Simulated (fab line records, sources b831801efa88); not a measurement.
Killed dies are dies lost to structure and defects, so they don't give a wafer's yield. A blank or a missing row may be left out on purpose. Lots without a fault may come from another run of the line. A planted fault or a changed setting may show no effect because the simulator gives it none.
fab line records | flow sky130
record lots=5 wafers=15 last_day=48
route steps=708 shown GATE_OXIDE@193 POLY_GATE@204 RES_PROTECT@206
lots that met no fault: from a run of the same line without faults
start_h: hours from the record's first day to the start of the lot's first wafer shown | wait_h: hours since the lot's step before | " the same as in the row above | L1.1+2: a row that stands for several wafers | - no value, or no start given | * or withheld: withheld | < > ~ a bound
route shown NAME@n: a module of which the file shows steps, and the number in the route of the first | usual: mean/standard deviation of fault-free wafers | same: alike in all rows | chamber/n: place in a boat | sites: the reading at each site | _std_site: their standard deviation | _edge_site: outer sites' mean less inner sites' | radius_mm: how far each site lies from the wafer's centre | mask NAME#n: copy n | behind: the tool/chamber that last shaped the wafer | hold: why the lot was held/for how many hours/how that ended | device: the transistor (n, p or np) that didn't switch | end of line: the same wafers' tests at the end of the route | a step without rows: its recipe alone | killed: dies lost to structure and defects at the first sort, not the wafer's yield | map: a wafer's dies, x killed, . not, _ none there
set.NAME: the setting as run; set.NAME@STEP: as run at that earlier step | model.NAME: the simulator's own value behind a step, which no gauge read
lots at some steps of the route; a table a step, a row a wafer
services: from which hour (start_h, from the record's first day; less than 0 if before it) a tool's chamber was out of use, for how many hours, and why
## steps
# step SKY_GATE_OXIDE_SOFTBAKE_06
# recipe temp_c=90 time_s=60 resist=NOVOLAK
# usual chill_plate_temp_C=23.01/0.11
# columns lot.wafer tool chamber start_h wait_h chill_plate_temp_C
L074.2 litho_track-04 0 290.14 0.1 23.07
L074.3 " 0 " " 22.92
L074.5 " 0 " " 22.99
L076.1 litho_track-01 0 310.84 0.1 23.00
L076.3 " 0 " " 22.89
L076.4 " 0 " " 22.99
L077.2 litho_track-01 0 320.71 0.1 23.13
L077.4 " 0 " " 23.04
L077.5 " 0 " " 23.11
L087.3 litho_track-01 0 398.64 0.1 22.93
L087.5 " 0 " " 23.19
L087.6 " 0 " " 22.98
L089.1 litho_track-01 0 412.84 0.1 22.85
L089.4 " 0 " " 23.01
L089.5 " 0 " " 23.01
# step SKY_GATE_OXIDE_EXPOSE_07
# recipe mask_id=LVOM na=0.6 source_shape=conventional sigma_outer=0.6 polarization=unpolarized target_cd_nm=600 dose_mj=170
# columns lot.wafer tool chamber start_h wait_h mask
L074.2+3+5 iline_stepper-02 0 - - LVOM#0
L076.1+3+4 iline_stepper-02 0 - - LVOM#0
L077.2+4+5 iline_stepper-01 0 - - LVOM#0
L087.3+5+6 iline_stepper-01 0 - - LVOM#0
L089.1+4+5 iline_stepper-02 0 - - LVOM#0
# step SKY_GATE_OXIDE_PEB_08
# recipe temp_c=withheld time_s=* resist=NOVOLAK
# usual chill_plate_temp_C=*
# columns lot.wafer tool chamber start_h wait_h chill_plate_temp_C
L074.2 litho_track-04 0 - - *
L074.3 " 0 " " *
L074.5 " 0 " " *
L076.1 litho_track-04 0 - - *
L076.3 " 0 " " *
L076.4 " 0 " " *
L077.2 litho_track-01 0 - - *
L077.4 " 0 " " *
L077.5 " 0 " " *
L087.3 litho_track-03 0 - - *
L087.5 " 0 " " *
L087.6 " 0 " " *
L089.1 litho_track-04 0 - - *
L089.4 " 0 " " *
L089.5 " 0 " " *
# step SKY_GATE_OXIDE_DEVELOP_09
# recipe resist=NOVOLAK developer=TMAH develop_time_s=60 dev_temp_c=23
# usual chill_plate_temp_C=23.00/0.11
# columns lot.wafer tool chamber start_h wait_h chill_plate_temp_C
L074.2 litho_track-04 0 302.39 0.1 22.99
L074.3 " 0 " " 22.93
L074.5 " 0 " " 23.05
L076.1 litho_track-04 0 323.77 0.1 23.17
L076.3 " 0 " " 23.19
L076.4 " 0 " " 23.09
L077.2 litho_track-01 0 334.26 0.1 22.86
L077.4 " 0 " " 23.09
L077.5 " 0 " " 22.95
L087.3 litho_track-03 0 413.15 0.1 22.86
L087.5 " 0 " " 22.79
L087.6 " 0 " " 22.97
L089.1 litho_track-04 0 428.12 0.1 22.98
L089.4 " 0 " " 22.91
L089.5 " 0 " " 22.71
# step SKY_GATE_OXIDE_OVL_MEAS_10
# usual GATE_OXIDE_OVL=0.4/1.7
# columns lot.wafer tool chamber start_h wait_h GATE_OXIDE_OVL[nm]
L074.2 overlay-01 - 302.52 0.1 1.7
L074.3 " - " " 0.8
L074.5 " - " " 2.2
L076.1 overlay-01 - 323.92 0.1 3.1
L076.3 " - " " 3.3
L076.4 " - " " 2.2
L077.2 overlay-01 - 334.40 0.1 0.0
L077.4 " - " " -0.5
L077.5 " - " " -1.1
L087.3 overlay-02 - 413.26 0.1 -3.2
L087.5 " - " " -1.6
L087.6 " - " " -0.8
L089.1 overlay-01 - 428.27 0.1 1.1
L089.4 " - " " 0.7
L089.5 " - " " 3.4
# step SKY_GATE_OXIDE_IMPLANT_11
# recipe species=B energy_kev=10 dose_cm2=2.6e+12 tilt_deg=withheld
# columns lot.wafer tool chamber start_h wait_h
L074.2+3+5 implanter-04 0 302.58 0.0
L076.1+3+4 implanter-03 0 323.95 0.0
L077.2+4+5 implanter-03 0 334.45 0.0
L087.3+5+6 implanter-04 0 413.33 0.1
L089.1+4+5 implanter-01 0 428.30 0.0
# step SKY_GATE_OXIDE_WET_ETCH_12
# recipe chemistry=dHF target_depth_nm=16.8 dry=n2_spin target=SiO2 dilution=100:1 temp_c=25 time_s=336
# columns lot.wafer tool chamber start_h wait_h
L074.2+3+5 wet_bench-03 0 302.70 0.1
L076.1+3+4 wet_bench-04 2 324.10 0.1
L077.2+4+5 wet_bench-03 3 334.58 0.1
L087.3+5+6 wet_bench-01 0 413.43 0.1
L089.1+4+5 wet_bench-03 2 428.45 0.1
# step SKY_GATE_OXIDE_STRIP_13
# recipe chemistry=O2/N2 power_w=1400 pressure_mtorr=1500 platen_temp_c=withheld o2_flow_sccm=3000 n2_flow_sccm=300 overash_fraction=0.5
# usual drypump_motor_current_A=5.9/0.39 n2_flow_sccm=300.2/0.87 oes_product_au=0.716/0.0042 strip_time_to_endpoint_s=14.18/0.04
# same overash_fraction=0.5
# columns lot.wafer tool chamber start_h wait_h drypump_motor_current_A n2_flow_sccm oes_product_au rf_hours_counter_h strip_time_to_endpoint_s
L074.2 plasma_asher-04 0 302.80 0.0 6.6 301.1 0.709 49 14.18
L074.3 " 0 " " 6.6 300.8 0.724 - 14.20
L074.5 " 1 " " 5.8 298.9 0.715 - 14.22
L076.1 plasma_asher-02 1 324.21 0.0 5.5 300.6 0.715 19 14.21
L076.3 " 1 " " 5.5 302.0 0.717 - 14.17
L076.4 " 0 " " 5.9 299.6 0.710 - 14.17
L077.2 plasma_asher-04 1 334.68 0.0 5.8 300.5 0.722 50 14.13
L077.4 " 1 " " 5.8 301.3 0.714 - 14.15
L077.5 " 0 " " 6.6 301.8 0.719 - 14.14
L087.3 plasma_asher-04 1 413.69 0.0 5.8 300.6 0.718 - 14.18
L087.5 " 0 " " 6.6 299.0 0.708 - 14.17
L087.6 " 1 " " 5.7 300.0 0.721 - 14.19
L089.1 plasma_asher-04 1 428.55 0.0 5.8 299.9 0.718 60 14.26
L089.4 " 0 " " 6.6 299.9 0.719 - 14.20
L089.5 " 0 " " 6.6 300.9 0.722 - 14.22
# step SKY_GATE_OXIDE_TW_MEAS_14
# usual GATE_OXIDE_TW=223.4/2.9
# columns lot.wafer tool chamber start_h wait_h GATE_OXIDE_TW
L074.2 film_metro-03 - 302.91 0.1 226.4
L074.3 " - " " 227.2
L074.5 " - " " 227.2
L076.1 film_metro-03 - 324.31 0.1 228.1
L076.3 " - " " 226.7
L076.4 " - " " 227.4
L077.2 film_metro-03 - 334.79 0.1 226.0
L077.4 " - " " 228.7
L077.5 " - " " 225.8
L087.3 film_metro-01 - 413.77 0.1 220.0
L087.5 " - " " 218.8
L087.6 " - " " 220.2
L089.1 film_metro-01 - 428.65 0.1 220.5
L089.4 " - " " 219.7
L089.5 " - " " 220.1
# step SKY_GATE_OXIDE_CLEAN_15
# recipe chemistry=SC1/SC2 mix=1:4:20 temp_c=70 time_s=150 dry=n2_spin
# columns lot.wafer tool chamber start_h wait_h
L074.2+3+5 wet_bench-01 0 302.96 0.0
L076.1+3+4 wet_bench-04 0 324.37 0.1
L077.2+4+5 wet_bench-01 2 334.84 0.0
L087.3+5+6 wet_bench-03 2 413.81 0.0
L089.1+4+5 wet_bench-01 3 428.71 0.1
# step SKY_GATE_OXIDE_OXIDATION_16
# recipe temp_c=800 ambient=O2 idle_temp_c=700 ramp_up_c_per_min=10 ramp_down_c_per_min=3 stabilise_s=600 purge_s=300 target_thk_a=35.7 ox_time_s=1915
# usual ox_temp_c_max=804.0/0.7 spike_tc_bottom_C=821.5/2 tube_center_temp_C_max=802.0/0.31 zone_power_upper_pct=14.3/0.34
# same ox_time_s=1915
# columns lot.wafer tool chamber start_h wait_h ox_temp_c_max spike_tc_bottom_C tube_center_temp_C_max zone_power_upper_pct
L074.2 furnace-02 0 303.05 0.0 802.9 823.0 802.3 14.8
L074.3 " 0 " " 803.0 822.2 801.7 14.5
L074.5 " 0 " " 803.1 822.7 802.1 14.7
L076.1 furnace-02 0 330.84 6.4 802.4 822.3 802.5 14.4
L076.3 " 0 " " 803.5 822.2 801.4 14.4
L076.4 " 0 " " 803.6 824.4 802.0 14.6
L077.2 furnace-02 0 341.96 7.1 805.9 824.4 802.1 14.5
L077.4 " 0 " " 804.2 822.9 802.2 14.5
L077.5 " 0 " " 804.3 822.4 802.3 14.4
L087.3 furnace-01 0 414.68 0.8 803.3 819.3 802.3 13.9
L087.5 " 0 " " 803.8 819.0 802.7 14.2
L087.6 " 0 " " 804.3 819.4 801.8 13.9
L089.1 furnace-02 0 428.81 0.0 804.1 822.8 802.1 14.5
L089.4 " 0 " " 804.8 823.7 802.3 14.4
L089.5 " 0 " " 803.3 823.4 801.9 14.5
# step SKY_POLY_GATE_CVD_00
# recipe material=poly-Si target_thk_nm=180 temp_c=620 time_s=720 pressure_mtorr=200
# usual spike_tc_bottom_C=641.3/1 zone_power_upper_pct=9.1/0.46
# columns lot.wafer tool chamber start_h wait_h spike_tc_bottom_C zone_power_upper_pct
L074.2 lpcvd-01 1 304.58 0.0 640.8 9.6
L074.3 " 1 " " 643.0 9.4
L074.5 " 1 " " 644.2 9.7
L076.1 lpcvd-01 0 332.37 0.0 640.5 8.5
L076.3 " 0 " " 640.7 8.6
L076.4 " 0 " " 641.7 8.6
L077.2 lpcvd-01 1 343.49 0.0 643.3 9.5
L077.4 " 1 " " 642.0 9.5
L077.5 " 1 " " 643.4 9.4
L087.3 lpcvd-01 0 416.22 0.0 639.9 8.7
L087.5 " 0 " " 641.1 8.7
L087.6 " 0 " " 642.7 8.5
L089.1 lpcvd-01 1 430.35 0.0 641.2 9.6
L089.4 " 1 " " 643.2 9.5
L089.5 " 1 " " 641.6 9.5
# step SKY_POLY_GATE_THK_MEAS_01
# recipe reads=poly-Si_of_POLY_GATE_CVD_00
# usual POLY_GATE_CVD_00_THK=180.2/2
# columns lot.wafer tool chamber start_h wait_h POLY_GATE_CVD_00_THK[nm]
L074.2 film_metro-01 - 305.79 0.0 181.8
L074.3 " - " " 182.5
L074.5 " - " " 183.3
L076.1 film_metro-04 - 333.57 0.0 182.4
L076.3 " - " " 183.1
L076.4 " - " " 182.6
L077.2 film_metro-01 - 344.72 0.0 177.3
L077.4 " - " " 176.4
L077.5 " - " " 177.0
L087.3 film_metro-04 - 417.44 0.0 180.5
L087.5 " - " " 183.1
L087.6 " - " " 181.3
L089.1 film_metro-03 - 431.55 0.0 178.4
L089.4 " - " " 179.0
L089.5 " - " " 179.2
# step SKY_RES_PROTECT_DEHYDRATE_00
# recipe temp_c=200 time_s=60
# usual chill_plate_temp_C=23.02/0.11
# columns lot.wafer tool chamber start_h wait_h chill_plate_temp_C
L074.2 litho_track-03 0 318.27 12.5 22.98
L074.3 " 0 " " 23.01
L074.5 " 0 " " 23.05
L076.1 litho_track-03 0 345.25 11.7 22.80
L076.3 " 0 " " 22.79
L076.4 " 0 " " 22.92
L077.2 litho_track-02 0 357.17 12.4 22.95
L077.4 " 0 " " 23.00
L077.5 " 0 " " 22.93
L087.3 litho_track-04 0 432.02 14.6 23.09
L087.5 " 0 " " 23.03
L087.6 " 0 " " 23.06
L089.1 litho_track-02 0 446.60 15.0 22.86
L089.4 " 0 " " 22.83
L089.5 " 0 " " 22.98
# step SKY_RES_PROTECT_HMDS_01
# recipe prime_time_s=60 prime_temp_c=120
# usual chill_plate_temp_C=22.98/0.11
# columns lot.wafer tool chamber start_h wait_h chill_plate_temp_C
L074.2 litho_track-03 0 318.42 0.1 23.11
L074.3 " 0 " " 23.03
L074.5 " 0 " " 23.16
L076.1 litho_track-03 0 345.40 0.1 22.89
L076.3 " 0 " " 22.84
L076.4 " 0 " " 22.94
L077.2 litho_track-02 0 357.32 0.1 22.99
L077.4 " 0 " " 23.08
L077.5 " 0 " " 23.14
L087.3 litho_track-04 0 432.17 0.1 22.84
L087.5 " 0 " " 22.91
L087.6 " 0 " " 22.82
L089.1 litho_track-02 0 446.75 0.1 23.00
L089.4 " 0 " " 23.02
L089.5 " 0 " " 23.15
# step SKY_RES_PROTECT_COAT_02
# recipe resist=NOVOLAK spin_rpm=3000 resist_thk_nm=1140
# usual chill_plate_temp_C=23.00/0.11 spin_speed_rpm=3000.1/1.5
# columns lot.wafer tool chamber start_h wait_h chill_plate_temp_C spin_speed_rpm
L074.2 litho_track-03 0 318.57 0.1 22.95 3001.3
L074.3 " 0 " " 22.99 2999.7
L074.5 " 0 " " 23.04 2999.0
L076.1 litho_track-03 0 345.55 0.1 23.17 3001.1
L076.3 " 0 " " 22.93 2999.1
L076.4 " 0 " " 23.05 3000.4
L077.2 litho_track-02 0 357.47 0.1 22.89 3000.9
L077.4 " 0 " " 23.01 3000.5
L077.5 " 0 " " 22.91 2998.8
L087.3 litho_track-04 0 432.32 0.1 23.04 3001.6
L087.5 " 0 " " 22.91 2999.6
L087.6 " 0 " " 22.78 3000.6
L089.1 litho_track-02 0 446.90 0.1 22.97 2999.0
L089.4 " 0 " " 22.97 3000.6
L089.5 " 0 " " 22.94 2996.6
# step SKY_RES_PROTECT_SOFTBAKE_03
# recipe temp_c=90 time_s=60 resist=NOVOLAK
# usual chill_plate_temp_C=22.98/0.096
# columns lot.wafer tool chamber start_h wait_h chill_plate_temp_C
L074.2 litho_track-03 0 318.72 0.1 23.25
L074.3 " 0 " " 23.06
L074.5 " 0 " " 23.21
L076.1 litho_track-03 0 345.70 0.1 22.93
L076.3 " 0 " " 22.94
L076.4 " 0 " " 22.94
L077.2 litho_track-02 0 357.62 0.1 23.16
L077.4 " 0 " " 23.08
L077.5 " 0 " " 23.03
L087.3 litho_track-04 0 432.47 0.1 22.83
L087.5 " 0 " " 22.91
L087.6 " 0 " " 22.92
L089.1 litho_track-02 0 447.05 0.1 23.02
L089.4 " 0 " " 22.87
L089.5 " 0 " " 23.05
# step SKY_RES_PROTECT_EXPOSE_04
# recipe mask_id=RPM na=0.6 source_shape=conventional sigma_outer=0.6 polarization=unpolarized target_cd_nm=1270 dose_mj=131
# columns lot.wafer tool chamber start_h wait_h mask
L074.2+3+5 iline_stepper-02 0 - - RPM#0
L076.1+3+4 iline_stepper-01 0 - - RPM#0
L077.2+4+5 iline_stepper-02 0 - - RPM#0
L087.3+5+6 iline_stepper-02 0 - - RPM#0
L089.1+4+5 iline_stepper-02 0 - - RPM#0
# step SKY_RES_PROTECT_PEB_05
# recipe temp_c=withheld time_s=* resist=NOVOLAK
# usual chill_plate_temp_C=*
# columns lot.wafer tool chamber start_h wait_h chill_plate_temp_C
L074.2 litho_track-03 0 - - *
L074.3 " 0 " " *
L074.5 " 0 " " *
L076.1 litho_track-04 0 - - *
L076.3 " 0 " " *
L076.4 " 0 " " *
L077.2 litho_track-04 0 - - *
L077.4 " 0 " " *
L077.5 " 0 " " *
L087.3 litho_track-02 0 - - *
L087.5 " 0 " " *
L087.6 " 0 " " *
L089.1 litho_track-04 0 - - *
L089.4 " 0 " " *
L089.5 " 0 " " *
# step SKY_RES_PROTECT_DEVELOP_06
# recipe resist=NOVOLAK developer=TMAH develop_time_s=60 dev_temp_c=23
# usual chill_plate_temp_C=23.01/0.097
# columns lot.wafer tool chamber start_h wait_h chill_plate_temp_C
L074.2 litho_track-03 0 331.62 0.1 22.98
L074.3 " 0 " " 23.07
L074.5 " 0 " " 23.00
L076.1 litho_track-04 0 358.77 0.1 23.09
L076.3 " 0 " " 23.12
L076.4 " 0 " " 22.97
L077.2 litho_track-04 0 371.29 0.1 23.14
L077.4 " 0 " " 23.23
L077.5 " 0 " " 23.16
L087.3 litho_track-02 0 448.50 0.1 22.95
L087.5 " 0 " " 22.95
L087.6 " 0 " " 22.95
L089.1 litho_track-04 0 462.77 0.1 23.07
L089.4 " 0 " " 22.86
L089.5 " 0 " " 23.05
# step SKY_POLY_GATE_IMPLANT_02
# recipe species=P energy_kev=30 dose_cm2=7.7e+15 tilt_deg=0
# columns lot.wafer tool chamber start_h wait_h
L074.2+3+5 implanter-01 0 331.77 0.1
L076.1+3+4 implanter-02 0 358.92 0.1
L077.2+4+5 implanter-03 0 371.44 0.1
L087.3+5+6 implanter-02 0 448.65 0.1
L089.1+4+5 implanter-03 0 462.92 0.1
# step SKY_RES_PROTECT_STRIP_07
# recipe chemistry=O2/N2 power_w=1400 pressure_mtorr=1500 platen_temp_c=withheld o2_flow_sccm=3000 n2_flow_sccm=300 overash_fraction=0.5
# usual drypump_motor_current_A=5.8/0.48 n2_flow_sccm=300.0/0.82 oes_product_au=0.518/0.0045 strip_time_to_endpoint_s=23.28/0.038
# same overash_fraction=0.5
# columns lot.wafer tool chamber start_h wait_h drypump_motor_current_A n2_flow_sccm oes_product_au rf_hours_counter_h strip_time_to_endpoint_s
L074.2 plasma_asher-03 1 331.90 0.1 5.7 300.3 0.513 64 23.33
L074.3 " 1 " " 5.7 299.8 0.519 - 23.30
L074.5 " 1 " " 5.7 300.0 0.516 - 23.33
L076.1 plasma_asher-01 1 359.07 0.1 6.3 299.8 0.520 69 23.30
L076.3 " 1 " " 6.3 300.0 0.527 - 23.29
L076.4 " 0 " " 4.9 299.6 0.515 - 23.26
L077.2 plasma_asher-02 0 371.57 0.1 5.9 299.5 0.517 23 23.24
L077.4 " 0 " " 5.9 299.4 0.523 - 23.29
L077.5 " 1 " " 5.5 299.7 0.519 - 23.31
L087.3 plasma_asher-02 1 448.78 0.1 5.5 300.3 0.515 - 23.28
L087.5 " 0 " " 5.9 300.6 0.511 - 23.30
L087.6 " 1 " " 5.5 300.7 0.515 - 23.25
L089.1 plasma_asher-03 1 463.07 0.1 5.8 299.8 0.516 76 23.26
L089.4 " 1 " " 5.7 299.2 0.517 - 23.27
L089.5 " 1 " " 5.7 299.0 0.519 - 23.25
# step SKY_RES_PROTECT_TW_MEAS_08
# usual POLY_GATE_TW=4026/52
# columns lot.wafer tool chamber start_h wait_h POLY_GATE_TW
L074.2 film_metro-02 - 332.01 0.1 4059
L074.3 " - " " 4055
L074.5 " - " " 4061
L076.1 film_metro-01 - 359.17 0.1 3983
L076.3 " - " " 3981
L076.4 " - " " 3957
L077.2 film_metro-01 - 371.68 0.1 3958
L077.4 " - " " 3961
L077.5 " - " " 3963
L087.3 film_metro-04 - 448.87 0.1 4052
L087.5 " - " " 4069
L087.6 " - " " 4077
L089.1 film_metro-01 - 463.17 0.1 3943
L089.4 " - " " 3938
L089.5 " - " " 3924
# step SKY_RES_PROTECT_CLEAN_09
# recipe chemistry=SC1/SC2 mix=1:4:20 temp_c=70 time_s=150 dry=n2_spin
# columns lot.wafer tool chamber start_h wait_h
L074.2+3+5 wet_bench-04 1 332.06 0.0
L076.1+3+4 wet_bench-02 1 359.23 0.1
L077.2+4+5 wet_bench-02 2 371.73 0.0
L087.3+5+6 wet_bench-01 3 448.91 0.0
L089.1+4+5 wet_bench-01 3 463.23 0.1
# step SKY_POLY_GATE_CVD_03
# recipe material=Si3N4 precursor=DCS/NH3 target_thk_nm=75 temp_c=770 time_s=1290 pressure_mtorr=250
# usual spike_tc_bottom_C=788/5.3 zone_power_upper_pct=11.46/0.18
# columns lot.wafer tool chamber start_h wait_h spike_tc_bottom_C zone_power_upper_pct
L074.2 lpcvd-02 1 332.19 0.1 782 11.47
L074.3 " 1 " " 782 11.32
L074.5 " 1 " " 785 11.13
L076.1 lpcvd-02 1 360.73 1.5 783 11.19
L076.3 " 1 " " 781 11.48
L076.4 " 1 " " 783 11.34
L077.2 lpcvd-02 0 372.84 1.1 793 11.59
L077.4 " 0 " " 794 11.46
L077.5 " 0 " " 794 11.59
L087.3 lpcvd-02 0 448.96 0.0 792 11.69
L087.5 " 0 " " 794 11.65
L087.6 " 0 " " 792 11.50
L089.1 lpcvd-02 1 463.28 0.0 782 11.16
L089.4 " 1 " " 782 11.39
L089.5 " 1 " " 783 11.27
# step SKY_POLY_GATE_THK_MEAS_04
# recipe reads=Si3N4_of_POLY_GATE_CVD_03
# usual POLY_GATE_CVD_03_THK=75.0/0.71
# columns lot.wafer tool chamber start_h wait_h POLY_GATE_CVD_03_THK[nm]
L074.2 film_metro-01 - 333.55 0.0 74.0
L074.3 " - " " 74.3
L074.5 " - " " 73.8
L076.1 film_metro-01 - 362.09 0.0 76.0
L076.3 " - " " 75.5
L076.4 " - " " 75.9
L077.2 film_metro-03 - 374.21 0.0 76.3
L077.4 " - " " 75.9
L077.5 " - " " 76.0
L087.3 film_metro-04 - 450.33 0.0 74.4
L087.5 " - " " 74.9
L087.6 " - " " 74.8
L089.1 film_metro-01 - 464.63 0.0 74.8
L089.4 " - " " 75.5
L089.5 " - " " 74.0
# step SKY_POLY_GATE_DEHYDRATE_05
# recipe temp_c=200 time_s=60
# usual chill_plate_temp_C=23.01/0.089
# columns lot.wafer tool chamber start_h wait_h chill_plate_temp_C
L074.2 litho_track-02 0 345.07 11.5 22.99
L074.3 " 0 " " 23.00
L074.5 " 0 " " 23.03
L076.1 litho_track-02 0 374.60 12.5 23.07
L076.3 " 0 " " 23.12
L076.4 " 0 " " 23.00
L077.2 litho_track-01 0 388.51 14.3 23.07
L077.4 " 0 " " 23.05
L077.5 " 0 " " 22.93
L087.3 litho_track-04 0 464.52 14.2 22.76
L087.5 " 0 " " 22.86
L087.6 " 0 " " 22.90
L089.1 litho_track-04 0 479.97 15.3 23.02
L089.4 " 0 " " 22.99
L089.5 " 0 " " 22.92
# step SKY_POLY_GATE_HMDS_06
# recipe prime_time_s=60 prime_temp_c=120
# usual chill_plate_temp_C=23.02/0.1
# columns lot.wafer tool chamber start_h wait_h chill_plate_temp_C
L074.2 litho_track-02 0 345.22 0.1 22.93
L074.3 " 0 " " 23.02
L074.5 " 0 " " 22.94
L076.1 litho_track-02 0 374.75 0.1 22.95
L076.3 " 0 " " 22.93
L076.4 " 0 " " 23.16
L077.2 litho_track-01 0 388.66 0.1 23.05
L077.4 " 0 " " 23.06
L077.5 " 0 " " 23.06
L087.3 litho_track-04 0 464.67 0.1 22.97
L087.5 " 0 " " 22.96
L087.6 " 0 " " 22.92
L089.1 litho_track-04 0 480.12 0.1 22.90
L089.4 " 0 " " 23.12
L089.5 " 0 " " 22.92
# step SKY_POLY_GATE_COAT_07
# recipe resist=BARC temp_c=withheld time_s=withheld spin_rpm=3000 resist_thk_nm=110
# usual chill_plate_temp_C=* spin_speed_rpm=3000.2/2
# columns lot.wafer tool chamber start_h wait_h chill_plate_temp_C spin_speed_rpm
L074.2 litho_track-02 0 345.37 0.1 * 3003.6
L074.3 " 0 " " * 3000.9
L074.5 " 0 " " * 3001.2
L076.1 litho_track-02 0 374.90 0.1 * 3001.7
L076.3 " 0 " " * 2996.8
L076.4 " 0 " " * 2998.9
L077.2 litho_track-01 0 388.81 0.1 * 3002.5
L077.4 " 0 " " * 3000.7
L077.5 " 0 " " * 2999.4
L087.3 litho_track-04 0 464.82 0.1 * 2998.3
L087.5 " 0 " " * 3001.9
L087.6 " 0 " " * 3000.5
L089.1 litho_track-04 0 480.27 0.1 * 3000.1
L089.4 " 0 " " * 3002.3
L089.5 " 0 " " * 2999.7
# step SKY_POLY_GATE_COAT_08
# recipe resist=KrF-thick spin_rpm=3000 resist_thk_nm=450
# usual chill_plate_temp_C=23.01/0.091 spin_speed_rpm=3000.4/1.9
# columns lot.wafer tool chamber start_h wait_h chill_plate_temp_C spin_speed_rpm
L074.2 litho_track-02 0 - - 22.99 3003.5
L074.3 " 0 " " 23.01 3002.1
L074.5 " 0 " " 22.84 3000.6
L076.1 litho_track-02 0 - - 23.13 3000.9
L076.3 " 0 " " 22.91 2997.2
L076.4 " 0 " " 22.96 3001.0
L077.2 litho_track-01 0 - - 23.31 2997.3
L077.4 " 0 " " 23.11 3001.5
L077.5 " 0 " " 23.05 3001.3
L087.3 litho_track-04 0 - - 23.00 2998.3
L087.5 " 0 " " 22.95 3000.9
L087.6 " 0 " " 22.99 2998.5
L089.1 litho_track-04 0 - - 22.89 3001.2
L089.4 " 0 " " 22.99 3001.2
L089.5 " 0 " " 22.90 2999.8
# step SKY_POLY_GATE_SOFTBAKE_09
# recipe temp_c=100 time_s=90 resist=KrF-thick
# usual chill_plate_temp_C=23.01/0.11
# columns lot.wafer tool chamber start_h wait_h chill_plate_temp_C
L074.2 litho_track-02 0 - - 22.89
L074.3 " 0 " " 22.80
L074.5 " 0 " " 22.85
L076.1 litho_track-02 0 - - 23.07
L076.3 " 0 " " 23.09
L076.4 " 0 " " 23.04
L077.2 litho_track-01 0 - - 22.85
L077.4 " 0 " " 22.79
L077.5 " 0 " " 22.86
L087.3 litho_track-04 0 - - 22.99
L087.5 " 0 " " 22.90
L087.6 " 0 " " 23.12
L089.1 litho_track-04 0 - - 22.94
L089.4 " 0 " " 23.05
L089.5 " 0 " " 22.82
# step SKY_POLY_GATE_EXPOSE_10
# recipe mask_id=P1M na=0.68 source_shape=conventional sigma_outer=0.6 target_cd_nm=150 dose_mj=28
# columns lot.wafer tool chamber start_h wait_h mask
L074.2+3+5 krf_scanner-02 0 - - P1M#0
L076.1+3+4 krf_scanner-02 0 - - P1M#0
L077.2+4+5 krf_scanner-02 0 - - P1M#0
L087.3+5+6 krf_scanner-01 0 - - P1M#0
L089.1+4+5 krf_scanner-02 0 - - P1M#0
# step SKY_POLY_GATE_PEB_11
# recipe peb_temp_c=withheld peb_time_s=withheld resist=KrF-thick
# usual chill_plate_temp_C=*
# columns lot.wafer tool chamber start_h wait_h chill_plate_temp_C
L074.2 litho_track-01 0 - - *
L074.3 " 0 " " *
L074.5 " 0 " " *
L076.1 litho_track-02 0 - - *
L076.3 " 0 " " *
L076.4 " 0 " " *
L077.2 litho_track-04 0 - - *
L077.4 " 0 " " *
L077.5 " 0 " " *
L087.3 litho_track-02 0 - - *
L087.5 " 0 " " *
L087.6 " 0 " " *
L089.1 litho_track-04 0 - - *
L089.4 " 0 " " *
L089.5 " 0 " " *
# step SKY_POLY_GATE_DEVELOP_12
# recipe develop_time_s=60 resist=KrF-thick dev_temp_c=21
# usual chill_plate_temp_C=23.00/0.094
# columns lot.wafer tool chamber start_h wait_h chill_plate_temp_C
L074.2 litho_track-01 0 - - 23.05
L074.3 " 0 " " 23.04
L074.5 " 0 " " 22.87
L076.1 litho_track-02 0 - - 23.10
L076.3 " 0 " " 22.99
L076.4 " 0 " " 23.00
L077.2 litho_track-04 0 - - 23.06
L077.4 " 0 " " 22.86
L077.5 " 0 " " 22.97
L087.3 litho_track-02 0 - - 22.91
L087.5 " 0 " " 23.08
L087.6 " 0 " " 22.96
L089.1 litho_track-04 0 - - 23.00
L089.4 " 0 " " 23.05
L089.5 " 0 " " 23.08
# step SKY_POLY_GATE_CD_MEAS_13
# recipe target_cd_nm=150
# usual cd_nm=150.6/1.2
# columns lot.wafer tool chamber start_h wait_h cd_nm
L074.2 cd_sem-01 - 358.81 - 150.5
L074.3 " - " " 149.6
L074.5 " - " " 150.3
L076.1 cd_sem-02 - 390.00 - 150.8
L076.3 " - " " 150.5
L076.4 " - " " 150.2
L077.2 cd_sem-01 - 403.39 - 151.9
L077.4 " - " " 152.4
L077.5 " - " " 151.1
L087.3 cd_sem-02 - 481.34 - 151.1
L087.5 " - " " 151.0
L087.6 " - " " 151.1
L089.1 cd_sem-02 - 495.87 - 150.7
L089.4 " - " " 150.9
L089.5 " - " " 151.6
# step SKY_POLY_GATE_OVL_MEAS_14
# usual POLY_GATE_OVL=7/4.6
# columns lot.wafer tool chamber start_h wait_h POLY_GATE_OVL[nm]
L074.2 overlay-01 - 358.91 0.1 7
L074.3 " - " " 7
L074.5 " - " " 4
L076.1 overlay-01 - 390.12 0.1 2
L076.3 " - " " 5
L076.4 " - " " 8
L077.2 overlay-01 - 403.49 0.1 -2
L077.4 " - " " 11
L077.5 " - " " 3
L087.3 overlay-02 - 481.43 0.1 6
L087.5 " - " " 4
L087.6 " - " " 7
L089.1 overlay-01 - 495.99 0.1 11
L089.4 " - " " 8
L089.5 " - " " 3
## services
# columns tool chamber start_h hours kind
plasma_asher-03 - 270.16 0.9 repair
implanter-04 - 282.72 1.0 repair
implanter-02 - 293.91 5.0 repair
plasma_asher-02 - 298.03 3.2 repair
implanter-01 - 299.16 11.1 repair
plasma_asher-04 - 309.79 17.7 repair
implanter-01 - 320.94 1.7 repair
krf_scanner-02 - 333.69 1.8 repair
plasma_asher-02 - 350.67 2.8 repair
krf_scanner-02 - 352.19 1.0 pm
furnace-02 - 353.25 2.6 pm
lpcvd-02 - 354.20 2.8 repair
iline_stepper-02 - 368.24 0.6 repair
krf_scanner-02 - 390.09 1.3 pm
iline_stepper-02 - 398.63 1.7 pm
wet_bench-04 - 401.09 4.4 pm
iline_stepper-01 - 408.17 1.7 pm
krf_scanner-02 - 416.21 0.8 pm
implanter-03 - 419.49 3.8 pm
wet_bench-01 - 420.99 3.4 repair
iline_stepper-01 - 431.82 3.1 repair
implanter-03 - 438.41 15.5 repair
krf_scanner-02 - 450.74 0.7 repair
krf_scanner-02 - 490.40 0.8 pm
## key
fault none
